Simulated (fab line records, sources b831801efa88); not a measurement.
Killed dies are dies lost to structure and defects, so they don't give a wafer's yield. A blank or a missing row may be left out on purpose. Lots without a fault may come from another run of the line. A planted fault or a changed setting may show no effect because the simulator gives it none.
fab line records | flow sky130
record lots=7 wafers=21 last_day=50
route steps=708 shown PWDE@53 NWELL@56 PAD_OPEN@708
lots that met no fault: from a run of the same line without faults
start_h: hours from the record's first day to the start of the lot's first wafer shown | wait_h: hours since the lot's step before | " the same as in the row above | L1.1+2: a row that stands for several wafers | - no value, or no start given | * or withheld: withheld | < > ~ a bound
route shown NAME@n: a module of which the file shows steps, and the number in the route of the first | usual: mean/standard deviation of fault-free wafers | same: alike in all rows | chamber/n: place in a boat | sites: the reading at each site | _std_site: their standard deviation | _edge_site: outer sites' mean less inner sites' | radius_mm: how far each site lies from the wafer's centre | mask NAME#n: copy n | behind: the tool/chamber that last shaped the wafer | hold: why the lot was held/for how many hours/how that ended | device: the transistor (n, p or np) that didn't switch | end of line: the same wafers' tests at the end of the route | a step without rows: its recipe alone | killed: dies lost to structure and defects at the first sort, not the wafer's yield | map: a wafer's dies, x killed, . not, _ none there
set.NAME: the setting as run; set.NAME@STEP: as run at that earlier step | model.NAME: the simulator's own value behind a step, which no gauge read
lots at some steps of the route; a table a step, a row a wafer
services: from which hour (start_h, from the record's first day; less than 0 if before it) a tool's chamber was out of use, for how many hours, and why
## steps
# step SKY_PWDE_IMPLANT_08
# recipe species=B energy_kev=150 dose_cm2=3.6e+12 tilt_deg=withheld
# step SKY_PWDE_STRIP_09
# recipe chemistry=O2/N2 power_w=1400 pressure_mtorr=1500 platen_temp_c=withheld o2_flow_sccm=3000 n2_flow_sccm=300 overash_fraction=0.5
# usual drypump_motor_current_A=5.3/0.42 oes_product_au=0.723/0.0042 strip_time_to_endpoint_s=36.93/0.082
# columns lot.wafer tool chamber start_h wait_h drypump_motor_current_A oes_product_au rf_hours_counter_h strip_time_to_endpoint_s
L481.1 plasma_asher-04 1 73.53 0.1 5.8 0.721 37 36.86
L481.3 " 1 " " 5.8 0.724 - 36.92
L481.5 " 0 " " 4.7 0.720 - 36.87
L484.2 plasma_asher-01 1 100.73 0.1 5.0 0.725 29 37.01
L484.3 " 1 " " 5.0 0.722 - 36.92
L484.5 " 0 " " 5.6 0.723 - 37.06
L491.3 plasma_asher-04 0 130.14 0.1 4.7 0.719 - 36.79
L491.5 " 0 " " 4.7 0.720 - 36.82
L491.6 " 1 " " 5.8 0.725 - 36.90
L495.1 plasma_asher-04 1 152.35 0.1 5.8 0.725 46 37.03
L495.4 " 1 " " 5.8 0.732 - 37.04
L495.5 " 1 " " 5.8 0.724 - 36.98
L500.3 plasma_asher-04 1 180.48 0.1 5.8 0.727 - 37.11
L500.5 " 1 " " 5.8 0.717 - 36.95
L500.6 " 0 " " 4.7 0.725 - 36.96
L499.2 plasma_asher-03 1 180.71 0.1 5.4 0.723 49 36.99
L499.3 " 1 " " 5.4 0.729 - 36.87
L499.6 " 0 " " 5.4 0.718 - 36.90
L502.1 plasma_asher-04 1 198.36 0.1 5.8 0.719 50 36.92
L502.3 " 1 " " 5.8 0.727 - 37.03
L502.4 " 0 " " 4.7 0.721 - 36.89
# step SKY_PWDE_TW_MEAS_10
# usual PWDE_TW=375/3.7
# columns lot.wafer tool chamber start_h wait_h PWDE_TW
L481.1 film_metro-02 - 73.63 0.1 368
L481.3 " - " " 372
L481.5 " - " " 370
L484.2 film_metro-01 - 100.84 0.1 381
L484.3 " - " " 381
L484.5 " - " " 382
L491.3 film_metro-01 - 130.23 0.1 380
L491.5 " - " " 380
L491.6 " - " " 381
L495.1 film_metro-02 - 152.45 0.1 372
L495.4 " - " " 370
L495.5 " - " " 371
L500.3 film_metro-01 - 180.57 0.1 380
L500.5 " - " " 381
L500.6 " - " " 380
L499.2 film_metro-02 - 180.82 0.1 375
L499.3 " - " " 376
L499.6 " - " " 374
L502.1 film_metro-03 - 198.46 0.1 372
L502.3 " - " " 373
L502.4 " - " " 371
# step SKY_NWELL_DEHYDRATE_03
# recipe temp_c=200 time_s=60
# step SKY_NWELL_HMDS_04
# recipe prime_time_s=60 prime_temp_c=120
# step SKY_NWELL_COAT_05
# recipe spin_rpm=2000 resist_thk_nm=3000
# step SKY_NWELL_SOFTBAKE_06
# recipe temp_c=110 time_s=withheld
# step SKY_NWELL_EXPOSE_07
# recipe mask_id=NWM na=0.6 source_shape=conventional sigma_outer=0.6 polarization=unpolarized target_cd_nm=840 dose_mj=255
# step SKY_NWELL_PEB_08
# recipe temp_c=115 time_s=withheld
# step SKY_NWELL_DEVELOP_09
# recipe wall_angle_deg=90 developer=TMAH develop_time_s=60 dev_temp_c=23
# step SKY_NWELL_OVL_MEAS_10
# usual NWELL_00_OVL=0.2/1.4
# columns lot.wafer tool chamber start_h wait_h NWELL_00_OVL[nm]
L481.1 overlay-01 - 90.82 - 0.5
L481.3 " - " " 4.3
L481.5 " - " " 0.8
L484.2 overlay-01 - 119.13 - 0.8
L484.3 " - " " 0.3
L484.5 " - " " 1.0
L491.3 overlay-02 - 149.56 - 0.2
L491.5 " - " " 0.4
L491.6 " - " " 1.8
L495.1 overlay-02 - 172.27 - 0.3
L495.4 " - " " -0.8
L495.5 " - " " -0.6
L500.3 overlay-01 - 200.66 - -1.5
L500.5 " - " " -1.0
L500.6 " - " " -0.4
L499.2 overlay-01 - 201.03 - 0.0
L499.3 " - " " -0.5
L499.6 " - " " -0.4
L502.1 overlay-02 - 220.12 - -0.2
L502.3 " - " " 0.2
L502.4 " - " " -1.4
# step SKY_NWELL_IMPLANT_11
# recipe species=P energy_kev=400 dose_cm2=1.9e+13 tilt_deg=withheld
# step SKY_NWELL_IMPLANT_12
# recipe species=P energy_kev=120 dose_cm2=1.3e+12 tilt_deg=withheld
# columns lot.wafer tool chamber start_h wait_h
L481.1+3+5 implanter-03 0 91.00 0.1
L484.2+3+5 implanter-04 0 119.33 0.1
L491.3+5+6 implanter-04 0 149.79 0.1
L491.3+5+6 implanter-04 0 150.10 0.3
L495.1+4+5 implanter-03 0 172.45 0.1
L495.1+4+5 implanter-03 0 172.77 0.3
L500.3+5+6 implanter-04 0 200.89 0.1
L499.2+3+6 implanter-03 0 201.23 0.1
L499.2+3+6 implanter-03 0 201.55 0.3
L502.1+3+4 implanter-03 0 220.31 0.1
# step SKY_NWELL_IMPLANT_13
# recipe species=P energy_kev=50 dose_cm2=7e+11 tilt_deg=withheld
# step SKY_NWELL_STRIP_14
# recipe chemistry=O2/N2 power_w=1400 pressure_mtorr=1500 platen_temp_c=withheld o2_flow_sccm=3000 n2_flow_sccm=300 overash_fraction=0.5
# usual drypump_motor_current_A=5.5/0.55 oes_product_au=0.723/0.004 strip_time_to_endpoint_s=36.89/0.11
# columns lot.wafer tool chamber start_h wait_h drypump_motor_current_A oes_product_au rf_hours_counter_h strip_time_to_endpoint_s
L481.1 plasma_asher-04 1 91.30 0.1 5.8 0.729 39 36.89
L481.3 " 1 " " 5.8 0.724 - 36.90
L481.5 " 0 " " 4.7 0.727 - 36.91
L484.2 plasma_asher-04 1 119.61 0.1 5.8 0.720 42 36.81
L484.3 " 1 " " 5.8 0.727 - 36.78
L484.5 " 0 " " 4.7 0.725 - 36.86
L491.3 plasma_asher-04 0 150.39 0.1 4.7 0.720 - 36.66
L491.5 " 1 " " 5.8 0.717 - 36.74
L491.6 " 0 " " 4.7 0.727 - 36.70
L495.1 plasma_asher-02 0 173.07 0.1 6.4 0.729 6 36.95
L495.4 " 1 " " 6.0 0.720 - 36.96
L495.5 " 0 " " 6.4 0.722 - 37.05
L500.3 plasma_asher-04 1 201.17 0.1 5.8 0.725 - 36.80
L500.5 " 0 " " 4.7 0.726 - 36.85
L500.6 " 1 " " 5.8 0.724 - 36.84
L499.2 plasma_asher-02 0 201.82 0.1 6.4 0.728 9 36.94
L499.3 " 1 " " 6.0 0.717 - 36.96
L499.6 " 1 " " 6.0 0.728 - 36.81
L502.1 plasma_asher-03 0 220.61 0.1 5.4 0.722 53 36.85
L502.3 " 0 " " 5.4 0.719 - 36.86
L502.4 " 1 " " 5.4 0.727 - 36.94
# step SKY_NWELL_TW_MEAS_15
# usual NWELL_TW=1827/20
# columns lot.wafer tool chamber start_h wait_h NWELL_TW
L481.1 film_metro-02 - 91.40 0.1 1814
L481.3 " - " " 1796
L481.5 " - " " 1792
L484.2 film_metro-02 - 119.72 0.1 1817
L484.3 " - " " 1810
L484.5 " - " " 1812
L491.3 film_metro-01 - 150.59 0.2 1860
L491.5 " - " " 1871
L491.6 " - " " 1879
L495.1 film_metro-02 - 173.17 0.1 1841
L495.4 " - " " 1838
L495.5 " - " " 1844
L500.3 film_metro-02 - 201.26 0.1 1796
L500.5 " - " " 1820
L500.6 " - " " 1803
L499.2 film_metro-01 - 201.93 0.1 1871
L499.3 " - " " 1866
L499.6 " - " " 1871
L502.1 film_metro-03 - 220.71 0.1 1822
L502.3 " - " " 1821
L502.4 " - " " 1817
# step SKY_NWELL_DEHYDRATE_16
# recipe temp_c=200 time_s=60
# step SKY_NWELL_HMDS_17
# recipe prime_time_s=60 prime_temp_c=120
# step SKY_NWELL_COAT_18
# recipe spin_rpm=2000 resist_thk_nm=3000
# step SKY_NWELL_SOFTBAKE_19
# recipe temp_c=110 time_s=withheld
# step SKY_NWELL_EXPOSE_20
# recipe mask_id=NWM_COMPLEMENT na=0.6 source_shape=conventional sigma_outer=0.6 polarization=unpolarized target_cd_nm=840 dose_mj=260
# step SKY_NWELL_PEB_21
# recipe temp_c=115 time_s=withheld
# step SKY_NWELL_DEVELOP_22
# recipe wall_angle_deg=90 developer=TMAH develop_time_s=60 dev_temp_c=23
# step SKY_NWELL_OVL_MEAS_23
# usual NWELL_01_OVL=1.2/1.2
# columns lot.wafer tool chamber start_h wait_h NWELL_01_OVL[nm]
L481.1 overlay-01 - 108.97 - 0.7
L481.3 " - " " 1.7
L481.5 " - " " 2.8
L484.2 overlay-01 - 137.97 - 0.6
L484.3 " - " " 1.6
L484.5 " - " " 0.1
L491.3 overlay-01 - 169.56 - 1.0
L491.5 " - " " 0.6
L491.6 " - " " 1.7
L495.1 overlay-01 - 192.97 - 1.2
L495.4 " - " " 0.9
L495.5 " - " " 1.7
L500.3 overlay-02 - 223.08 - 1.3
L500.5 " - " " -0.7
L500.6 " - " " 0.4
L499.2 overlay-01 - 223.28 - -0.3
L499.3 " - " " 0.1
L499.6 " - " " 0.3
L502.1 overlay-02 - 242.30 - 1.3
L502.3 " - " " 0.8
L502.4 " - " " 2.1
# step SKY_NWELL_IMPLANT_24
# recipe species=B energy_kev=140 dose_cm2=9.2e+12 tilt_deg=withheld
# step SKY_NWELL_STRIP_25
# recipe chemistry=O2/N2 power_w=1400 pressure_mtorr=1500 platen_temp_c=withheld o2_flow_sccm=3000 n2_flow_sccm=300 overash_fraction=0.5
# usual drypump_motor_current_A=5.7/0.5 oes_product_au=0.722/0.0046 strip_time_to_endpoint_s=36.91/0.1
# columns lot.wafer tool chamber start_h wait_h drypump_motor_current_A oes_product_au rf_hours_counter_h strip_time_to_endpoint_s
L481.1 plasma_asher-04 1 109.16 0.1 5.8 0.728 41 36.91
L481.3 " 1 " " 5.8 0.731 - 37.11
L481.5 " 0 " " 4.7 0.718 - 36.98
L484.2 plasma_asher-03 0 138.15 0.1 5.4 0.724 45 36.98
L484.3 " 0 " " 5.4 0.720 - 36.97
L484.5 " 0 " " 5.4 0.718 - 37.04
L491.3 plasma_asher-02 0 169.77 0.1 6.4 0.729 - 36.95
L491.5 " 0 " " 6.5 0.724 - 36.97
L491.6 " 1 " " 5.9 0.721 - 37.03
L495.1 plasma_asher-03 1 193.16 0.1 5.3 0.730 50 36.78
L495.4 " 1 " " 5.3 0.723 - 36.84
L495.5 " 0 " " 5.4 0.723 - 36.91
L500.3 plasma_asher-02 0 223.28 0.1 6.5 0.729 - 36.86
L500.5 " 0 " " 6.4 0.716 - 36.80
L500.6 " 1 " " 6.0 0.720 - 36.88
L499.2 plasma_asher-03 0 223.46 0.1 5.4 0.721 53 36.82
L499.3 " 0 " " 5.4 0.723 - 36.94
L499.6 " 1 " " 5.3 0.722 - 36.93
L502.1 plasma_asher-03 0 242.49 0.1 5.4 0.719 55 36.85
L502.3 " 0 " " 5.4 0.724 - 36.87
L502.4 " 1 " " 5.3 0.724 - 36.95
# step SKY_NWELL_TW_MEAS_26
# usual NWELL_2_TW=499/4.8
# columns lot.wafer tool chamber start_h wait_h NWELL_2_TW
L481.1 film_metro-02 - 109.26 0.1 495
L481.3 " - " " 495
L481.5 " - " " 495
L484.2 film_metro-03 - 138.26 0.1 499
L484.3 " - " " 500
L484.5 " - " " 498
L491.3 film_metro-02 - 169.86 0.1 499
L491.5 " - " " 495
L491.6 " - " " 499
L495.1 film_metro-02 - 193.26 0.1 493
L495.4 " - " " 497
L495.5 " - " " 493
L500.3 film_metro-03 - 223.37 0.1 494
L500.5 " - " " 494
L500.6 " - " " 494
L499.2 film_metro-02 - 223.57 0.1 493
L499.3 " - " " 493
L499.6 " - " " 496
L502.1 film_metro-02 - 242.59 0.1 494
L502.3 " - " " 491
L502.4 " - " " 491
# step SKY_NWELL_CLEAN_27
# recipe chemistry=SC1/SC2 mix=1:4:20 temp_c=70 time_s=150 dry=n2_spin
# step SKY_NWELL_RTA_28
# recipe temp_c=1050 time_s=30 idle_temp_c=650 ramp_up_c_per_s=150 ramp_down_c_per_s=90 ambient=N2
# usual lamp_power_pct=25.30/0.052 wafer_temp_C_max=1054.9/0.96
# columns lot.wafer tool chamber start_h wait_h lamp_power_pct wafer_temp_C_max
L481.1 rtp_anneal-02 0 109.37 0.0 25.27 1055.1
L481.3 " 0 " " 25.26 1054.8
L481.5 " 0 " " 25.27 1057.2
L484.2 rtp_anneal-02 0 138.38 0.0 25.24 1053.8
L484.3 " 0 " " 25.28 1054.4
L484.5 " 0 " " 25.36 1054.1
L491.3 rtp_anneal-02 0 170.02 0.1 25.35 1054.0
L491.5 " 0 " " 25.28 1055.0
L491.6 " 0 " " 25.36 1054.4
L495.1 rtp_anneal-01 0 193.42 0.0 25.28 1056.8
L495.4 " 0 " " 25.25 1053.9
L495.5 " 0 " " 25.37 1053.8
L500.3 rtp_anneal-01 0 223.50 0.0 25.25 1055.2
L500.5 " 0 " " 25.25 1057.3
L500.6 " 0 " " 25.26 1054.2
L499.2 rtp_anneal-02 0 223.68 0.0 25.27 1054.1
L499.3 " 0 " " 25.36 1054.3
L499.6 " 0 " " 25.33 1056.0
L502.1 rtp_anneal-02 0 242.70 0.0 25.30 1055.1
L502.3 " 0 " " 25.29 1055.2
L502.4 " 0 " " 25.32 1054.9
# step SKY_NWELL_RS_MEAS_29
# recipe thk_meas_gauge=four-point-probe
# usual NWELL_RS=624.9/1.5
# columns lot.wafer tool chamber start_h wait_h NWELL_RS[ohm/sq]
L481.1 film_metro-03 - 109.47 0.1 625.3
L481.3 " - " " 625.8
L481.5 " - " " 625.4
L484.2 film_metro-02 - 138.49 0.1 624.8
L484.3 " - " " 625.5
L484.5 " - " " 624.9
L491.3 film_metro-03 - 170.19 0.1 592.8
L491.5 " - " " 593.1
L491.6 " - " " 591.3
L495.1 film_metro-03 - 193.52 0.1 594.0
L495.4 " - " " 595.2
L495.5 " - " " 593.8
L500.3 film_metro-01 - 223.61 0.1 626.3
L500.5 " - " " 625.3
L500.6 " - " " 625.8
L499.2 film_metro-03 - 223.79 0.1 594.1
L499.3 " - " " 594.3
L499.6 " - " " 593.8
L502.1 film_metro-01 - 242.80 0.1 625.8
L502.3 " - " " 624.3
L502.4 " - " " 627.1
# step SKY_PAD_OPEN_PROBE_99
# usual killed_at_M0_to_M3=44/6.9 killed_at_M4_up=3.0/1.5 killed_at_contacts=24/5.2 killed_at_front_end=15/4.1 killed_at_other=0.4/0.62 killed_dies=87/9.6 killed_open=47/7 killed_short=40/6.2
# same gross_dies=492 killed_at_back_side=0
# columns lot.wafer tool chamber start_h wait_h killed_at_M0_to_M3 killed_at_M4_up killed_at_contacts killed_at_front_end killed_at_other killed_dies killed_open killed_short model.etest.nfet_16v.r_on_ohm_um model.etest.pfet_16v.r_on_ohm_um model.etest.pfet_g5v0d10v5.r_on_ohm_um model.etest.tip_p.rs_ohm_sq model.etest.tip_p_5v.rs_ohm_sq model.etest.pfet_01v8.r_on_ohm_um model.etest.pfet_g5v0d10v5.drive_ua_um model.etest.pfet_01v8_lvt.drive_ua_um
L481.1 prober-02 - 1069.62 0.1 56 3 26 21 1 107 57 49 1.426e+04 1.477e+04 4738 6717 2843 2857 342.7 175.9
L481.3 prober-02 - 1069.72 0.2 50 1 19 14 1 85 51 33 1.418e+04 1.502e+04 4685 6760 2872 2842 347.2 175.6
L481.5 prober-02 - 1069.82 0.2 47 4 21 25 0 97 50 45 1.424e+04 1.489e+04 4788 6749 2850 2909 341.6 173.5
L484.2 prober-01 - 1103.62 0.1 45 4 24 11 1 85 36 49 1.401e+04 1.53e+04 4828 6873 2861 2848 336.6 173.5
L484.3 prober-01 - 1103.67 0.2 40 4 17 10 0 71 37 33 1.388e+04 1.531e+04 4844 6924 2868 2956 330.1 172.3
L484.5 prober-01 - 1103.77 0.2 39 2 19 14 1 75 46 27 1.394e+04 1.541e+04 4766 6916 2855 2884 338.4 175.8
L491.3 prober-02 - 1141.33 0.2 54 5 25 16 0 100 52 47 1.341e+04 1.613e+04 5147 7441 3066 3034 304.4 145.8
L491.5 prober-02 - 1141.43 0.2 46 2 14 18 0 80 34 46 1.344e+04 1.596e+04 5166 7395 3074 3016 303.1 145.8
L491.6 prober-02 - 1141.48 0.2 27 2 20 19 1 69 35 33 1.33e+04 1.6e+04 5251 7331 3064 3036 302.3 143.8
L495.1 prober-02 - 1155.47 0.1 41 7 26 19 1 94 42 52 1.307e+04 1.591e+04 5131 7211 3092 3097 308.3 148.2
L495.4 prober-02 - 1155.62 0.2 57 3 25 18 1 104 51 53 1.332e+04 1.589e+04 5171 7244 3062 3104 307.2 147.7
L495.5 prober-02 - 1155.67 0.2 44 4 25 10 0 83 37 46 1.335e+04 1.598e+04 5207 7299 3085 3166 298.7 145.6
L500.3 prober-02 - 1177.44 0.2 51 5 13 9 0 78 42 35 1.417e+04 1.509e+04 4833 6967 2851 2903 333.1 174.8
L500.5 prober-02 - 1177.54 0.2 42 2 21 13 0 78 38 38 1.417e+04 1.505e+04 4878 6972 2866 2981 328.8 169.9
L500.6 prober-02 - 1177.59 0.2 48 1 22 14 0 85 46 38 1.415e+04 1.491e+04 4850 7021 2864 2920 330.2 171.2
L499.2 prober-01 - 1182.50 0.1 35 1 19 15 0 70 37 33 1.372e+04 1.605e+04 5254 7053 3088 3058 297.5 142.7
L499.3 prober-01 - 1182.55 0.2 49 2 27 14 0 92 44 48 1.358e+04 1.576e+04 5284 7029 3059 3013 297.2 143.9
L499.6 prober-01 - 1182.70 0.2 53 2 26 17 0 98 55 42 1.357e+04 1.575e+04 5264 6998 3058 2989 296.7 145
L502.1 prober-02 - 1196.99 0.1 46 1 24 15 1 87 51 35 1.398e+04 1.542e+04 4785 6862 2866 2898 338.4 172.3
L502.3 prober-02 - 1197.09 0.2 41 2 22 18 0 83 43 40 1.39e+04 1.489e+04 4817 6860 2881 2909 335.3 173.7
L502.4 prober-02 - 1197.14 0.2 31 5 18 25 1 80 45 35 1.399e+04 1.554e+04 4844 6846 2858 2939 336.7 171.9
# killed by level:class
L481.1 VIA1:geometric_particle:open=13 VIA2:geometric_particle:open=11 LOCAL_INTERCONNECT:geometric_particle:short=9 CONTACT:geometric_particle:open=9 METAL2:geometric_particle:short=8 METAL3:geometric_particle:short=5 FIELD_ISO:geometric_particle:open=4 POLY_GATE:geometric_particle:short=4
L481.3 VIA1:geometric_particle:open=11 VIA2:geometric_particle:open=11 METAL1:geometric_particle:short=7 CONTACT:geometric_particle:open=6 VIA3:geometric_particle:open=6 LI_CONTACT:geometric_particle:open=5 LOCAL_INTERCONNECT:geometric_particle:short=5 VIA3:geometric_particle:short=5
L481.5 VIA1:geometric_particle:open=11 VIA3:geometric_particle:open=7 FIELD_ISO:geometric_particle:short=6 LI_CONTACT:geometric_particle:open=6 CONTACT:geometric_particle:short=6 METAL1:geometric_particle:short=6 VIA2:geometric_particle:open=6 CONTACT:geometric_particle:open=5
L484.2 VIA1:geometric_particle:open=9 CONTACT:geometric_particle:open=8 METAL1:geometric_particle:short=8 CONTACT:geometric_particle:short=7 VIA1:geometric_particle:short=7 VIA2:geometric_particle:open=5 METAL2:geometric_particle:short=4 LOCAL_INTERCONNECT:geometric_particle:short=4
L484.3 VIA1:geometric_particle:open=13 LI_CONTACT:geometric_particle:open=6 CONTACT:geometric_particle:open=6 VIA1:geometric_particle:short=6 METAL2:geometric_particle:short=6 METAL1:geometric_particle:short=5 VIA3:geometric_particle:open=5 FIELD_ISO:geometric_particle:open=3
L484.5 VIA1:geometric_particle:open=10 LI_CONTACT:geometric_particle:open=8 VIA2:geometric_particle:open=5 VIA3:geometric_particle:open=5 VIA1:geometric_particle:short=4 CONTACT:geometric_particle:short=4 CONTACT:geometric_particle:open=4 VIA2:geometric_particle:short=4
L491.3 METAL1:geometric_particle:short=10 VIA1:geometric_particle:open=10 CONTACT:geometric_particle:open=9 VIA1:geometric_particle:short=9 LI_CONTACT:geometric_particle:open=6 VIA3:geometric_particle:open=6 POLY_GATE:geometric_particle:open=5 CONTACT:geometric_particle:short=5
L491.5 VIA1:geometric_particle:open=10 METAL1:geometric_particle:short=9 POLY_GATE:geometric_particle:short=8 LOCAL_INTERCONNECT:geometric_particle:short=6 VIA1:geometric_particle:short=6 CONTACT:geometric_particle:open=5 METAL2:geometric_particle:short=5 VIA2:geometric_particle:short=4
L491.6 FIELD_ISO:geometric_particle:open=6 CONTACT:geometric_particle:open=6 VIA1:geometric_particle:open=4 LI_CONTACT:geometric_particle:short=4 CONTACT:geometric_particle:short=4 VIA1:geometric_particle:short=4 VIA3:geometric_particle:open=4 FIELD_ISO:geometric_particle:short=3
L495.1 CONTACT:geometric_particle:open=10 CONTACT:geometric_particle:short=9 VIA2:geometric_particle:short=7 METAL4:geometric_particle:short=7 METAL2:geometric_particle:short=6 VIA2:geometric_particle:open=6 LI_CONTACT:geometric_particle:open=5 VIA3:geometric_particle:short=5
L495.4 CONTACT:geometric_particle:open=8 VIA2:geometric_particle:open=8 VIA2:geometric_particle:short=8 LI_CONTACT:geometric_particle:open=7 VIA1:geometric_particle:open=7 FIELD_ISO:geometric_particle:short=6 METAL1:geometric_particle:short=6 CONTACT:geometric_particle:short=5
L495.5 METAL1:geometric_particle:short=12 CONTACT:geometric_particle:open=11 METAL2:geometric_particle:short=6 VIA2:geometric_particle:open=5 LI_CONTACT:geometric_particle:open=4 CONTACT:geometric_particle:short=4 VIA1:geometric_particle:short=4 VIA1:geometric_particle:open=4
L500.3 VIA1:geometric_particle:open=17 CONTACT:geometric_particle:open=6 METAL2:geometric_particle:short=5 METAL1:geometric_particle:short=5 VIA3:geometric_particle:short=5 VIA2:geometric_particle:open=4 VIA2:geometric_particle:short=4 METAL4:geometric_particle:short=4
L500.5 CONTACT:geometric_particle:open=9 VIA3:geometric_particle:open=7 VIA1:geometric_particle:open=6 METAL2:geometric_particle:short=6 VIA2:geometric_particle:short=6 VIA2:geometric_particle:open=5 FIELD_ISO:geometric_particle:short=4 POLY_GATE:geometric_particle:short=4
L500.6 VIA1:geometric_particle:open=11 METAL2:geometric_particle:short=9 LI_CONTACT:geometric_particle:open=8 METAL1:geometric_particle:short=7 VIA3:geometric_particle:open=6 VIA2:geometric_particle:open=6 CONTACT:geometric_particle:open=5 VIA3:geometric_particle:short=5
L499.2 LI_CONTACT:geometric_particle:open=7 CONTACT:geometric_particle:open=6 VIA1:geometric_particle:open=6 VIA2:geometric_particle:open=6 FIELD_ISO:geometric_particle:short=4 VIA3:geometric_particle:short=3 POLY_GATE:geometric_particle:short=3 SPACER:geometric_particle:open=3
L499.3 LI_CONTACT:geometric_particle:open=9 METAL2:geometric_particle:short=8 METAL1:geometric_particle:short=7 CONTACT:geometric_particle:open=6 VIA1:geometric_particle:open=6 VIA3:geometric_particle:open=6 POLY_GATE:geometric_particle:open=5 VIA2:geometric_particle:short=5
L499.6 VIA1:geometric_particle:open=10 LI_CONTACT:geometric_particle:open=10 VIA2:geometric_particle:open=9 FIELD_ISO:geometric_particle:short=8 CONTACT:geometric_particle:open=6 VIA1:geometric_particle:short=6 VIA3:geometric_particle:open=6 METAL1:geometric_particle:short=5
L502.1 CONTACT:geometric_particle:open=10 VIA1:geometric_particle:open=9 VIA3:geometric_particle:open=9 METAL2:geometric_particle:short=7 CONTACT:geometric_particle:short=6 VIA2:geometric_particle:open=6 FIELD_ISO:geometric_particle:open=5 METAL1:geometric_particle:short=4
L502.3 VIA1:geometric_particle:open=8 LI_CONTACT:geometric_particle:open=7 FIELD_ISO:geometric_particle:short=6 CONTACT:geometric_particle:open=6 VIA2:geometric_particle:open=6 CONTACT:geometric_particle:short=4 VIA3:geometric_particle:open=4 METAL1:geometric_particle:short=4
L502.4 VIA1:geometric_particle:open=10 VIA3:geometric_particle:open=8 POLY_GATE:geometric_particle:open=7 FIELD_ISO:geometric_particle:short=6 POLY_GATE:geometric_particle:short=5 LI_CONTACT:geometric_particle:open=5 CONTACT:geometric_particle:open=5 METAL4:geometric_particle:short=5
## services
# columns tool chamber start_h hours kind
plasma_asher-04 - 77.14 2.8 pm
plasma_asher-02 - 83.30 6.0 repair
implanter-04 - 101.07 3.1 pm
plasma_asher-02 - 108.75 9.0 pm
plasma_asher-02 0 108.75 9.0 vent_cycle
plasma_asher-02 1 108.75 9.0 vent_cycle
plasma_asher-03 - 115.42 15.3 repair
plasma_asher-02 0 117.75 - clean
plasma_asher-02 1 117.75 - clean
plasma_asher-02 - 128.44 0.4 repair
plasma_asher-03 - 147.88 0.5 repair
plasma_asher-02 - 148.56 0.4 repair
## key
first_sign step=SKY_NWELL_IMPLANT_12 reading=visit direction=added
effect step=SKY_NWELL_TW_MEAS_15 reading=NWELL_TW direction=up sigmas=1.7 usual=1827 struck=1860
effect step=SKY_NWELL_RS_MEAS_29 reading=NWELL_RS direction=down sigmas=21 usual=624.9 struck=593.6
model_effect step=SKY_PAD_OPEN_PROBE_99 value=etest.nfet_16v.r_on_ohm_um without=1.415e+04 struck=1.342e+04
met_at SKY_NWELL_IMPLANT_12
struck_wafers L491.3,L491.5,L491.6,L495.1,L495.4,L495.5,L499.2,L499.3,L499.6
tester_left_out L491,L495,L499
fault kind=repeated_step_whole tool=implanter-02,implanter-03,implanter-04 chamber=- onset_h=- steps=SKY_NWELL_IMPLANT_12 times=1 scope=struck_lots_only
# tester_left_out: of these lots the tester's yield and bins aren't shown, on N5 and GAA mostly nor the transistor test; their killed dies are dies lost to structure and defects alone, not to doping, threshold or leakage, so they don't give the yield
